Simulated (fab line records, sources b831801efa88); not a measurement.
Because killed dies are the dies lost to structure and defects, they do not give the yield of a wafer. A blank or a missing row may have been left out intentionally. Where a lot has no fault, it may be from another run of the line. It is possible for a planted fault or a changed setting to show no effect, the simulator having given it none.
The tool behind it: which one?    flow gf180mcu    12 lots, 34 wafers sampled, at 4 steps of a route of 602

WHAT EACH GAUGE READ, for each wafer
GF_VT_IMPLANT_RS_MEAS_49: a four-point-probe measurement.
lot   measured      on             MVPSD_RS (ohm/sq)
L171  day 7 11:58   film metro-04  1168.2 1166.8 1164.3
L172  day 7 23:38   film metro-01  1167.9 1167.1 1169.6
L173  day 8 03:56   film metro-01  1173.7 1171.0 1168.6
L174  day 8 09:53   film metro-01  1163.9 1164.2 1164.1
L175  day 8 17:56   film metro-01  1165.5 1168.5 1166.3
L176  day 9 00:17   film metro-01  1168.4 1171.3 1166.3
L177  day 9 06:33   film metro-01  1167.9 1168.3 1170.6
L178  day 9 14:12   film metro-01  1164.2 1163.6 1166.9
L179  day 9 20:07   film metro-01  1168.7 1169.1 1167.6
L182  day 10 16:19  film metro-04  1135.5
L183  day 11 01:01  film metro-04  1171.6 1167.0 1170.4
L194  day 14 09:50  film metro-01  1171.6 1171.5 1170.9

GF_DUAL_GATE_OVL_MEAS_11.
lot   measured      on          DUAL_GATE_OVL (nm)
L171  day 8 06:57   overlay-01  -0.2 0.4 -0.9
L172  day 8 17:59   overlay-01  -0.2 2.3 3.4
L173  day 8 22:07   overlay-01  0.4 1.8 0.5
L174  day 9 04:55   overlay-01  -0.2 -0.9 -0.7
L175  day 9 13:05   overlay-02  0.6 -0.3 1.0
L176  day 9 19:29   overlay-02  3.1 -0.4 -0.7
L177  day 10 01:56  overlay-02  1.7 0.3 1.4
L178  day 10 09:22  overlay-01  1.3 -0.6 0.6
L179  day 10 16:26  overlay-01  0.7 1.2 0.7
L182  day 11 13:02  overlay-02  1.9
L183  day 11 22:41  overlay-01  -1.2 -1.4 0.1
L194  day 15 08:55  overlay-02  2.9 2.9 2.3

GF_HV_LDD_TW_MEAS_23.
lot   measured      on             HV_LDD_2_TW
L171  day 10 18:27  film metro-04  1068 1061 1062
L172  day 11 05:32  film metro-03  1067 1069 1068
L173  day 11 11:50  film metro-01  1049 1061 1050
L174  day 11 17:19  film metro-01  1051 1055 1052
L175  day 12 04:53  film metro-03  1064 1060 1057
L176  day 12 10:52  film metro-01  1058 1059 1059
L177  day 12 16:03  film metro-01  1054 1055 1059
L178  day 13 02:02  film metro-01  1057 1056 1055
L179  day 13 09:59  film metro-04  1059 1064 1060
L182  day 14 06:45  film metro-04  1055
L183  day 14 16:44  film metro-04  1056 1057 1049
L194  day 18 11:32  film metro-04  1066 1059 1059

TOOL THAT RAN EACH LOT (tool first, then ch and the chambers of the sampled wafers, then the start)
lot   GF_MVPSD_IMPLANT_08
L171  implanter-02 ch 0, day 4 23:50
L172  implanter-02 ch 0, day 5 08:50
L173  implanter-01 ch 0, day 5 12:43
L174  implanter-02 ch 0, day 5 19:09
L175  implanter-02 ch 0, day 6 00:51
L176  implanter-01 ch 0, day 6 06:52
L177  implanter-04 ch 0, day 6 12:29
L178  implanter-01 ch 0, day 6 18:31
L179  implanter-02 ch 0, day 6 23:52
L182  implanter-02 ch 0, day 7 17:49
L183  implanter-04 ch 0, day 8 01:07
L194  implanter-01 ch 0, day 10 23:36
- GF_MVPSD_IMPLANT_08

WHAT THE TOOLS THEMSELVES READ (means of the sampled wafers that have a number; where no wafer has one, the mark that the record gives instead)
GF_MVPSD_IMPLANT_08.
lot   tool          beam energy keV  beam on s (s)  faraday current uA
L171  implanter-02  170.00           10.13          83.9
L172  implanter-02  169.98           10.04          84.2
L173  implanter-01  170.04           10.04          84.3
L174  implanter-02  169.97           9.98           84.9
L175  implanter-02  170.02           9.96           84.9
L176  implanter-01  169.98           9.69           87.1
L177  implanter-04  169.98           10.05          84.4
L178  implanter-01  169.99           9.86           85.8
L179  implanter-02  169.92           9.92           85.4
L182  implanter-02  169.93           10.99          76.7
L183  implanter-04  169.98           10.22          83.0
L194  implanter-01  170.04           9.97           84.8

THE ANSWER, worked out from the rows above alone
Rule: the usual values come from the lots themselves. The widest of any qualifying gaps counts: lots, ordered by their means at a reading, are off when they make up no more than a third of the lots, leave a main group of 4 or more, and stand apart from it by 3 or more times the standard deviation of that group's means. A main group whose means are all the same, to the digits that the tables above print for the reading, isn't used. Also off: a lot with no number at a reading for which 4 or more lots have one. All remaining lots with rows at the step are treated as sound. Order of review: gauges by route order, followed by the tools' own readings, for which a lot's mean as printed above is used. The first step at which some lot is off is used, and at that step the reading that is off furthest; a lot without a number counts as furthest.
Off: L182, at GF_VT_IMPLANT_RS_MEAS_49 (MVPSD_RS). For the main group the mean is 1168.0 ohm/sq and the standard deviation 2.2.
A tool fits if, at a process step before that reading, it ran every lot that is off, and no sound lot after the first of them. Not tried: the gauges at GF_VT_IMPLANT_RS_MEAS_49; whatever is off there is also off at GF_MVPSD_IMPLANT_08, on other tools, and gauge error can't account for it. One candidate fits, namely implanter-02 at GF_MVPSD_IMPLANT_08. Its last sound lot is L179 (day 6 23:52), its first lot that is off L182 (day 7 17:49): a fault that began between those two fits.
The tool's own readings at GF_MVPSD_IMPLANT_08 bear it out: on the lots that are off they differ by more than 5 times the standard deviation of the sound lots' means. beam on s reads 10.99 s there against 9.99 s on the sound lots; faraday current uA reads 76.7 there against 84.8 on the sound lots.

WHAT THE SIMULATOR HAD INSERTED
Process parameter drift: implanter-02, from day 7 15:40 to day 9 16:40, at GF_MVPSD_IMPLANT_08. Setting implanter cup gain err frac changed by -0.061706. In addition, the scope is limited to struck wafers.
Shown lots that were struck: L182. The rule above found the same.
